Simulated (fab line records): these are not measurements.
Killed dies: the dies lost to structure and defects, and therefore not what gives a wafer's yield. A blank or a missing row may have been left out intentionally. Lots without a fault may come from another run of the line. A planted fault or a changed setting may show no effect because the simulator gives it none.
Problem report, 8D (eight disciplines) form, completed by code -- flow sky130 -- the parts of the form that need people (team, actions taken, sign-off) are left out

== 1. WHAT WENT WRONG ==
Wafers free of any fault read 3995 (standard deviation 29) for SD_N_TW at SKY_SD_N_TW_MEAS_12, against a mean of 4360 on 6 wafers of 2 lots. That puts it +13 standard deviations away from the usual mean.
Earliest sighting: wafer L841.3 on film-metro-02 at day 33 18:16. Wafers with a number at this step in the record: 30, from 10 lots. Rule for "out" (also "out of limits"): further than 4 standard deviations from the usual mean. All remaining wafers that have a number are taken as sound.

== 2. WHAT IT IS; WHAT IT IS NOT ==
question,is,is not
which readings at this step,SD_N_TW,-
which lots,"L841, L843","L826, L828, L833, L834, L837, L838, L839, L840"
which wafers of those lots,all that have a number,-
read on which gauges,"film-metro-02, film-metro-04",film-metro-03
when,from day 33 18:16,up to then (24 sound wafers)

== 3. SUSPECTS, AND WHAT RULES EACH OUT ==
Counting: a tool at a process step up to the reading stays a suspect if it ran every lot that is out and no sound lot after the first of them.
- the gauge at SKY_SD_N_TW_MEAS_12 is ruled out. Those wafers that are out were read across 2 gauges (film-metro-02, film-metro-04).
- implanter-01 at SKY_SD_N_IMPLANT_09: kept. All lots that are out passed through it, beginning with L841 at day 33 17:54, and no sound lot followed; its final sound lot before that point was L840 at day 33 09:40. Its own readings are out on those wafers: beam-energy-keV.
The count leaves implanter-01 at SKY_SD_N_IMPLANT_09.

== 4. THE CAUSE (what the simulator had put in) ==
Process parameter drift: implanter-01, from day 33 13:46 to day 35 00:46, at SKY_SD_N_IMPLANT_09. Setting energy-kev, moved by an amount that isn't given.
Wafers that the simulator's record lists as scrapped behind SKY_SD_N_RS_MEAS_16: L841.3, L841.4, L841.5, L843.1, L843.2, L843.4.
Only this tool survived the counting.

== 5. THE CHAIN OF EFFECTS, in route order ==
Rows list readings where the struck wafers' mean (over those with a number) sits beyond 3 standard deviations from the usual. Scope: only readings with a usual standard deviation given in the record; hours: median across lots of the time from each lot's start at the first step in this table that gives one to its start at this step; sigmas: change in usual standard deviations.
hours,step,reading,usual,on struck wafers,change,sigmas
0,SKY_SD_N_IMPLANT_09,beam-energy-keV,50.001,68.313,+18.312,+99 or more
0,SKY_SD_N_STRIP_11,oes-product-au,0.528 a.u.,0.495,-0.033,-7.9
0,SKY_SD_N_STRIP_11,strip-time-to-endpoint-s,22.48 s,25.23,+2.75,+69
0,SKY_SD_N_TW_MEAS_12,SD_N_TW,3995,4360,+364,+13
3,SKY_SD_N_RS_MEAS_16,SD_N_RS,68.58 ohm/sq,57.92,-10.66,-82
It contains these process steps:
- SKY_SD_N_IMPLANT_09
- SKY_SD_N_STRIP_11: strips in O2/N2.

== 6. HOW IT WOULD HAVE BEEN CAUGHT EARLIER ==
The first out-of-limits reading at a measuring or inspecting step in this record came at day 33 18:16, 5 hours after the fault's start at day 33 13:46.
The tool's own readings at SKY_SD_N_IMPLANT_09 were out on every struck wafer that the step has a row for (beam-energy-keV): an alarm limit on them would have fired on the first of those.
L843, from the lots that are out (2), started SKY_SD_N_IMPLANT_09 on implanter-01 later than day 33 18:16. A tool hold placed at that time would have kept it from harm.
